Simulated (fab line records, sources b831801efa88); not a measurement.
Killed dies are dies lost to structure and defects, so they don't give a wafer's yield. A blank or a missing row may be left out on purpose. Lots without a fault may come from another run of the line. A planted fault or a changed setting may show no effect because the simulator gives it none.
Chamber matching | flow gf180mcu | GF_V4_CMP_04 on cmp-01: 4 sister chambers
The step polishes SiO2. 8 wafers are shown with their chamber, then 12 later ones without.

WAFERS WITH THEIR CHAMBER
wafer  | chamber | motor_current_A (A) | time_to_endpoint_s (s)
L085.2 | 1       | 10.7                | 77
L086.5 | 1       | 10.3                | 91
L086.6 | 2       | 13.7                | 88
L089.2 | 2       | 13.0                | 75
L089.6 | 0       | 10.7                | 90
L088.2 | 0       | 11.4                | 82
L088.3 | 3       | 13.8                | 85
L088.5 | 3       | 13.7                | 94

WAFERS WITHOUT THEIR CHAMBER
wafer  | motor_current_A (A) | time_to_endpoint_s (s)
L092.2 | 10.7                | 74
L092.4 | 13.3                | 78
L092.5 | 14.1                | 92
L095.1 | 14.2                | 75
L095.4 | 14.0                | 70
L095.5 | 13.5                | 78
L097.1 | 14.6                | 85
L097.5 | 11.0                | 86
L097.6 | 13.5                | 90
L096.1 | 13.7                | 82
L096.2 | 11.1                | 69
L096.6 | 10.2                | 80

WHICH CHAMBER EACH WENT THROUGH
wafer  | from the rows above     | in truth
L092.2 | can't be placed: 1 or 0 | 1
L092.4 | can't be placed: 2 or 3 | 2
L092.5 | can't be placed: 3 or 2 | 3
L095.1 | can't be placed: 3 or 2 | 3
L095.4 | can't be placed: 2 or 3 | 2
L095.5 | can't be placed: 2 or 3 | 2
L097.1 | can't be placed: 3 or 2 | 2
L097.5 | can't be placed: 0 or 1 | 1
L097.6 | can't be placed: 3 or 2 | 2
L096.1 | can't be placed: 2 or 3 | 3
L096.2 | can't be placed: 0 or 1 | 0
L096.6 | can't be placed: 1 or 0 | 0
Placed correctly: 0 of 12. Can't be placed from these rows: 12 (the true chamber is among the candidates in 12). Placed wrongly: 0.
How it was worked out, from the rows above alone: a wafer's distance from a chamber is the root of the sum, over the readings, of the square of ((its reading less the chamber's mean) divided by the reading's scatter). The wafer belongs to the nearest chamber; if the next one is less than 2 further off, it can't be placed. A chamber's mean is the mean of its shown wafers. The scatter: the root of (the sum of the squares of (reading less its chamber's mean) over the shown wafers, divided by (wafers less chambers)).
